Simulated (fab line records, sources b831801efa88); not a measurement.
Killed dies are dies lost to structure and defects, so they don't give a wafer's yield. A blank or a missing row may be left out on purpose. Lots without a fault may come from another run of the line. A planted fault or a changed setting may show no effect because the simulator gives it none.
fab line records | flow gf180mcu
record lots=12 wafers=36 last_day=34
route steps=602 shown V3@444 M4@458 MIM@523
lots that met no fault: from a run of the same line without faults
start_h: hours from the record's first day to the start of the lot's first wafer shown | wait_h: hours since the lot's step before | " the same as in the row above | L1.1+2: a row that stands for several wafers | - no value, or no start given | * or withheld: withheld | < > ~ a bound
route shown NAME@n: a module of which the file shows steps, and the number in the route of the first | usual: mean/standard deviation of fault-free wafers | same: alike in all rows | chamber/n: place in a boat | sites: the reading at each site | _std_site: their standard deviation | _edge_site: outer sites' mean less inner sites' | radius_mm: how far each site lies from the wafer's centre | mask NAME#n: copy n | behind: the tool/chamber that last shaped the wafer | hold: why the lot was held/for how many hours/how that ended | device: the transistor (n, p or np) that didn't switch | end of line: the same wafers' tests at the end of the route | a step without rows: its recipe alone | killed: dies lost to structure and defects at the first sort, not the wafer's yield | map: a wafer's dies, x killed, . not, _ none there
set.NAME: the setting as run; set.NAME@STEP: as run at that earlier step | model.NAME: the simulator's own value behind a step, which no gauge read
steps of the route over a sample of lots; a table a step, a row a wafer
services: from which hour (start_h, from the record's first day; less than 0 if before it) a tool's chamber was out of use, for how many hours, and why
## steps
# step GF_V3_OVL_MEAS_15
# usual V3_OVL=-1/5.3
# columns lot.wafer tool chamber start_h wait_h V3_OVL[nm]
L534.3 overlay-02 - 513.12 0.1 -2
L534.4 " - " " 7
L534.6 " - " " 7
L535.3 overlay-02 - 521.87 0.1 3
L535.4 " - " " -2
L535.6 " - " " -13
L536.2 overlay-01 - 526.21 0.1 3
L536.3 " - " " 5
L536.6 " - " " 3
L537.2 overlay-01 - 538.16 0.1 2
L537.4 " - " " -1
L537.6 " - " " 1
L544.1 overlay-01 - 596.15 0.1 -1
L544.2 " - " " -5
L544.4 " - " " -5
L546.1 overlay-01 - 612.47 0.1 5
L546.3 " - " " 8
L546.6 " - " " -4
L550.1 overlay-02 - 635.80 0.1 6
L550.2 " - " " 9
L550.3 " - " " 0
L552.3 overlay-01 - 653.37 0.1 -14
L552.5 " - " " -3
L552.6 " - " " -15
L553.3 overlay-02 - 663.67 0.1 -6
L553.4 " - " " 1
L553.6 " - " " -2
L555.3 overlay-02 - 678.04 0.1 -6
L555.5 " - " " -6
L555.6 " - " " -4
L556.1 overlay-02 - 685.70 0.1 -1
L556.4 " - " " 4
L556.6 " - " " 0
L557.3 overlay-02 - 695.09 0.1 -1
L557.4 " - " " 1
L557.6 " - " " -8
# step GF_M4_SPUTTER_02
# recipe material=AlCu target_thk_nm=450 power_w=10600 time_s=23.9 chamber_pressure_pa=0.4
# usual throttle_valve_pct=30.4/1.1
# columns lot.wafer tool chamber start_h wait_h throttle_valve_pct
L534.3 pvd_sputter-03 - 514.63 0.0 32.2
L534.4 " - " " 29.9
L534.6 " - " " 32.3
L535.3 pvd_sputter-01 - 523.41 0.0 29.8
L535.4 " - " " 31.3
L535.6 " - " " 31.3
L536.2 pvd_sputter-01 - 527.74 0.0 31.5
L536.3 " - " " 29.6
L536.6 " - " " 30.6
L537.2 pvd_sputter-02 - 539.69 0.0 29.1
L537.4 " - " " 29.9
L537.6 " - " " 30.3
L544.1 pvd_sputter-02 - 597.68 0.0 28.9
L544.2 " - " " 29.9
L544.4 " - " " 28.4
L546.1 pvd_sputter-02 - 613.99 0.0 29.9
L546.3 " - " " 29.3
L546.6 " - " " 28.6
L550.1 pvd_sputter-02 - 637.36 0.0 28.5
L550.2 " - " " 29.8
L550.3 " - " " 29.9
L552.3 pvd_sputter-02 - 654.91 0.0 29.7
L552.5 " - " " 28.5
L552.6 " - " " 30.0
L553.3 pvd_sputter-02 - 665.18 0.0 30.0
L553.4 " - " " 29.9
L553.6 " - " " 28.7
L555.3 pvd_sputter-03 - 679.72 0.0 30.2
L555.5 " - " " 29.7
L555.6 " - " " 32.4
L556.1 pvd_sputter-03 - 687.26 0.0 32.4
L556.4 " - " " 30.8
L556.6 " - " " 29.7
L557.3 pvd_sputter-01 - 696.71 0.0 31.1
L557.4 " - " " 30.8
L557.6 " - " " 31.6
# step GF_M4_RS_MEAS_05
# recipe thk_meas_gauge=four-point-probe reads=TiN_of_M4_SPUTTER_04+Ti_of_M4_SPUTTER_03+AlCu_of_M4_SPUTTER_02+TiN_of_M4_SPUTTER_01+Ti_of_M4_SPUTTER_00
# usual M4_ALCU_RS=0.0699/0.00083
# columns lot.wafer tool chamber start_h wait_h M4_ALCU_RS[ohm/sq]
L534.3 film_metro-03 - 514.76 0.1 0.0715
L534.4 " - " " 0.0704
L534.6 " - " " 0.0715
L535.3 film_metro-02 - 523.54 0.1 0.0700
L535.4 " - " " 0.0696
L535.6 " - " " 0.0694
L536.2 film_metro-03 - 527.85 0.0 0.0702
L536.3 " - " " 0.0710
L536.6 " - " " 0.0695
L537.2 film_metro-04 - 539.80 0.0 0.0685
L537.4 " - " " 0.0698
L537.6 " - " " 0.0704
L544.1 film_metro-04 - 597.77 0.0 0.0677
L544.2 " - " " 0.0689
L544.4 " - " " 0.0680
L546.1 film_metro-02 - 614.08 0.0 0.0700
L546.3 " - " " 0.0686
L546.6 " - " " 0.0695
L550.1 film_metro-03 - 637.45 0.0 0.0685
L550.2 " - " " 0.0870
L550.3 " - " " 0.0687
L552.3 film_metro-02 - 655.04 0.1 0.0686
L552.5 " - " " 0.0857
L552.6 " - " " 0.0880
L553.3 film_metro-03 - 665.31 0.1 0.0706
L553.4 " - " " 0.0692
L553.6 " - " " 0.0855
L555.3 film_metro-04 - 679.85 0.1 0.0688
L555.5 " - " " 0.0699
L555.6 " - " " 0.0704
L556.1 film_metro-03 - 687.35 0.0 0.0716
L556.4 " - " " 0.0701
L556.6 " - " " 0.0705
L557.3 film_metro-03 - 696.84 0.1 0.0696
L557.4 " - " " 0.0705
L557.6 " - " " 0.0695
# step GF_M4_THK_MEAS_06
# recipe thk_meas_gauge=xrf reads=AlCu_of_M4_SPUTTER_02
# usual M4_ALCU_THK=451/5.8
# columns lot.wafer tool chamber start_h wait_h M4_ALCU_THK[nm]
L534.3 film_metro-03 - 514.86 0.1 442
L534.4 " - " " 449
L534.6 " - " " 443
L535.3 film_metro-02 - 523.64 0.1 449
L535.4 " - " " 450
L535.6 " - " " 450
L536.2 film_metro-03 - 527.96 0.1 449
L536.3 " - " " 445
L536.6 " - " " 454
L537.2 film_metro-04 - 539.91 0.1 460
L537.4 " - " " 452
L537.6 " - " " 449
L544.1 film_metro-04 - 597.89 0.1 468
L544.2 " - " " 460
L544.4 " - " " 464
L546.1 film_metro-02 - 614.20 0.1 449
L546.3 " - " " 457
L546.6 " - " " 451
L550.1 film_metro-03 - 637.57 0.1 460
L550.2 " - " " 363
L550.3 " - " " 460
L552.3 film_metro-02 - 655.14 0.1 459
L552.5 " - " " 367
L552.6 " - " " 356
L553.3 film_metro-03 - 665.41 0.1 447
L553.4 " - " " 456
L553.6 " - " " 368
L555.3 film_metro-04 - 679.95 0.1 459
L555.5 " - " " 451
L555.6 " - " " 447
L556.1 film_metro-03 - 687.47 0.1 440
L556.4 " - " " 449
L556.6 " - " " 447
L557.3 film_metro-03 - 696.94 0.1 459
L557.4 " - " " 453
L557.6 " - " " 454
# step GF_MIM_STRIP_20
# recipe chemistry=O2/N2 power_w=1400 pressure_mtorr=1500 platen_temp_c=250 o2_flow_sccm=3000 n2_flow_sccm=300 overash_fraction=0.5
# usual drypump_motor_current_A=6.1/0.44 heater_power_w=337/19 oes_product_au=0.692/0.005 strip_time_to_endpoint_s=11.23/0.048
# columns lot.wafer tool chamber start_h wait_h drypump_motor_current_A heater_power_w oes_product_au rf_hours_counter_h strip_time_to_endpoint_s
L534.3 plasma_asher-01 1 584.96 0.1 5.6 315 0.686 - 11.24
L534.4 " 0 " " 6.4 324 0.694 - 11.24
L534.6 " 0 " " 6.3 331 0.693 - 11.25
L535.3 plasma_asher-04 1 591.39 0.1 6.2 355 0.700 - 11.29
L535.4 " 0 " " 5.5 333 0.696 - 11.23
L535.6 " 0 " " 5.5 338 0.693 - 11.21
L536.2 plasma_asher-02 0 597.96 0.0 6.7 316 0.696 48 11.25
L536.3 " 0 " " 6.7 320 0.694 - 11.30
L536.6 " 0 " " 6.7 315 0.695 - 11.29
L537.2 plasma_asher-04 1 608.71 0.0 6.2 356 0.695 94 11.24
L537.4 " 1 " " 6.2 364 0.696 - 11.24
L537.6 " 0 " " 5.5 332 0.694 - 11.20
L544.1 plasma_asher-02 0 662.60 0.0 6.7 312 0.689 55 11.26
L544.2 " 1 " " 6.3 358 0.696 55 11.29
L544.4 " 0 " " 6.7 315 0.693 - 11.26
L546.1 plasma_asher-01 0 677.31 0.0 6.4 319 0.693 25 11.16
L546.3 " 1 " " 5.6 311 0.690 - 11.25
L546.6 " 0 " " 6.4 314 0.692 - 11.20
L550.1 plasma_asher-01 1 698.51 0.0 5.6 322 0.692 27 11.31
L550.2 " 0 " " 6.4 315 0.690 27 11.30
L550.3 " 1 " " 5.6 317 0.698 - 11.32
L552.3 plasma_asher-02 0 713.74 0.1 6.7 319 0.691 - 11.21
L552.5 " 0 " " 6.7 315 0.690 - 11.22
L552.6 " 1 " " 6.2 361 0.696 - 11.22
L553.3 plasma_asher-04 0 722.94 0.1 5.5 329 0.692 - 11.26
L553.4 " 1 " " 6.2 362 0.692 - 11.26
L553.6 " 1 " " 6.2 361 0.694 - 11.25
L555.3 plasma_asher-02 1 737.79 0.1 6.3 368 0.685 - 11.25
L555.5 " 0 " " 6.7 324 0.701 - 11.34
L555.6 " 1 " " 6.3 354 0.697 - 11.26
L556.1 plasma_asher-01 1 744.96 0.0 5.6 311 0.691 33 11.24
L556.4 " 1 " " 5.6 311 0.694 - 11.21
L556.6 " 0 " " 6.3 320 0.694 - 11.27
L557.3 plasma_asher-04 0 753.01 0.1 5.5 357 0.693 - 11.22
L557.4 " 1 " " 6.2 369 0.696 - 11.22
L557.6 " 1 " " 6.2 344 0.688 - 11.19
## services
# columns tool chamber start_h hours kind
plasma_asher-04 - 492.18 4.0 repair
pvd_sputter-01 2 563.33 - consumable_replace:kit
pvd_sputter-01 2 563.33 18.0 scheduled_down
pvd_sputter-01 2 563.33 18.0 vent_cycle
pvd_sputter-03 2 584.82 - consumable_replace:kit
pvd_sputter-03 2 584.82 18.0 scheduled_down
pvd_sputter-03 2 584.82 18.0 vent_cycle
pvd_sputter-02 3 642.49 - consumable_replace:kit
pvd_sputter-02 3 642.49 18.0 scheduled_down
pvd_sputter-02 3 642.49 18.0 vent_cycle
plasma_asher-01 - 642.67 16.8 pm
pvd_sputter-01 - 652.05 24.1 repair
pvd_sputter-01 1 693.03 - consumable_replace:kit
pvd_sputter-01 1 693.03 18.0 scheduled_down
pvd_sputter-02 2 719.71 - consumable_replace:kit
pvd_sputter-02 2 719.71 18.0 scheduled_down
pvd_sputter-02 2 719.71 18.0 vent_cycle
plasma_asher-04 - 733.75 9.0 pm
plasma_asher-04 0 733.75 9.0 vent_cycle
plasma_asher-04 1 733.75 9.0 vent_cycle
plasma_asher-04 0 742.75 - clean
plasma_asher-04 1 742.75 - clean
pvd_sputter-03 - 747.67 7.3 repair
pvd_sputter-01 - 750.26 4.6 repair
## key
first_sign step=GF_M4_RS_MEAS_05 reading=M4_ALCU_RS direction=up sigmas=20 usual=0.0699 struck=0.0865
effect step=GF_M4_THK_MEAS_06 reading=M4_ALCU_THK direction=down sigmas=15 usual=451 struck=364
met_at GF_M4_SPUTTER_02
struck_lots L550,L552,L553
struck_wafers L550.2,L552.5,L552.6,L553.6
not_acting_at GF_V3_OVL_MEAS_15,GF_MIM_STRIP_20
onset_between 613.99 637.36
fault kind=process_parameter_drift tool=pvd_sputter-02 chamber=- onset_h=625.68 steps=GF_M4_SPUTTER_02 channel=time_s offset=* shape=step end_h=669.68 scope=struck_wafers_only acts_in=* stated=*
